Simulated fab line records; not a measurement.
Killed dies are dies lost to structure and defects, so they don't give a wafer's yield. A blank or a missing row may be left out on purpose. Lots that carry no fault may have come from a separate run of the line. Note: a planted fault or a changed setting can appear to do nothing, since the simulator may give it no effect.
Chamber matching / flow sky130 / SKY_LI_CONTACT_CMP_24 on cmp-01: 4 sister chambers
The step polishes, stops on PSG, t overpolish 20 s, target thk 0 nm. 15 wafers are shown with their chamber, then 7 later ones without.

WAFERS, EACH WITH ITS CHAMBER
wafer=L487.1; chamber=1; motor current A (A)=12.5; time to endpoint s (s)=97; retaining ring pressure frac=1.001
wafer=L487.2; chamber=3; motor current A (A)=9.1; time to endpoint s (s)=91; retaining ring pressure frac=0.994
wafer=L487.4; chamber=2; motor current A (A)=14.0; time to endpoint s (s)=92; retaining ring pressure frac=0.997
wafer=L488.1; chamber=0; motor current A (A)=10.8; time to endpoint s (s)=92; retaining ring pressure frac=0.997
wafer=L488.4; chamber=2; motor current A (A)=14.2; time to endpoint s (s)=92; retaining ring pressure frac=1.001
wafer=L488.5; chamber=3; motor current A (A)=9.4; time to endpoint s (s)=93; retaining ring pressure frac=0.991
wafer=L494.3; chamber=3; motor current A (A)=9.2; time to endpoint s (s)=95; retaining ring pressure frac=0.993
wafer=L504.1; chamber=0; motor current A (A)=10.7; time to endpoint s (s)=91; retaining ring pressure frac=0.998
wafer=L504.4; chamber=2; motor current A (A)=14.4; time to endpoint s (s)=91; retaining ring pressure frac=1.000
wafer=L504.6; chamber=0; motor current A (A)=11.0; time to endpoint s (s)=93; retaining ring pressure frac=1.006
wafer=L507.2; chamber=1; motor current A (A)=12.2; time to endpoint s (s)=98; retaining ring pressure frac=1.006
wafer=L507.4; chamber=2; motor current A (A)=14.3; time to endpoint s (s)=92; retaining ring pressure frac=0.992
wafer=L507.6; chamber=3; motor current A (A)=9.5; time to endpoint s (s)=94; retaining ring pressure frac=0.993
wafer=L509.1; chamber=0; motor current A (A)=10.7; time to endpoint s (s)=93; retaining ring pressure frac=0.996
wafer=L509.2; chamber=1; motor current A (A)=13.2; time to endpoint s (s)=98; retaining ring pressure frac=0.998

SIGNATURES, as means of the wafers listed above
reading=motor current A; chamber 0=10.800; chamber 1=12.633; chamber 2=14.225; chamber 3=9.300; scatter within a chamber=0.265
reading=time to endpoint s; chamber 0=92.25; chamber 1=97.67; chamber 2=91.75; chamber 3=93.25; scatter within a chamber=1.08
reading=retaining ring pressure frac; chamber 0=0.99925; chamber 1=1.00167; chamber 2=0.99750; chamber 3=0.99275; scatter within a chamber=0.00368
Rule: a wafer lies at a distance from a chamber equal to the root of the sum of squares, over the readings, of (its reading less the chamber's mean, divided by the reading's scatter). The wafer belongs to the nearest chamber; if the next one is less than 2 further off, it can't be placed. How the scatter is found: for the shown wafers, subtract from each reading the mean of its chamber, square and add these, divide the total by (wafers less chambers), then take the root.

WAFERS MISSING THEIR CHAMBER
wafer=L509.5; motor current A (A)=11.7; time to endpoint s (s)=96; retaining ring pressure frac=0.994
wafer=L508.4; motor current A (A)=12.0; time to endpoint s (s)=98; retaining ring pressure frac=0.999
wafer=L508.5; motor current A (A)=8.9; time to endpoint s (s)=92; retaining ring pressure frac=1.006
wafer=L508.6; motor current A (A)=14.5; time to endpoint s (s)=92; retaining ring pressure frac=1.007
wafer=L510.2; motor current A (A)=14.6; time to endpoint s (s)=91; retaining ring pressure frac=1.006
wafer=L510.4; motor current A (A)=10.8; time to endpoint s (s)=91; retaining ring pressure frac=0.996
wafer=L510.5; motor current A (A)=10.5; time to endpoint s (s)=93; retaining ring pressure frac=0.995

EACH ONE'S CHAMBER
wafer=L509.5; from the rows above=can't be placed: 1 or 0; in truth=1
wafer=L508.4; from the rows above=1; in truth=1
wafer=L508.5; from the rows above=3; in truth=3
wafer=L508.6; from the rows above=2; in truth=2
wafer=L510.2; from the rows above=2; in truth=2
wafer=L510.4; from the rows above=0; in truth=0
wafer=L510.5; from the rows above=0; in truth=0
Placed correctly: 6 of 7. Cannot be placed on the basis of these rows: 1; the candidates contain the true chamber in 1. 0 placed wrongly.
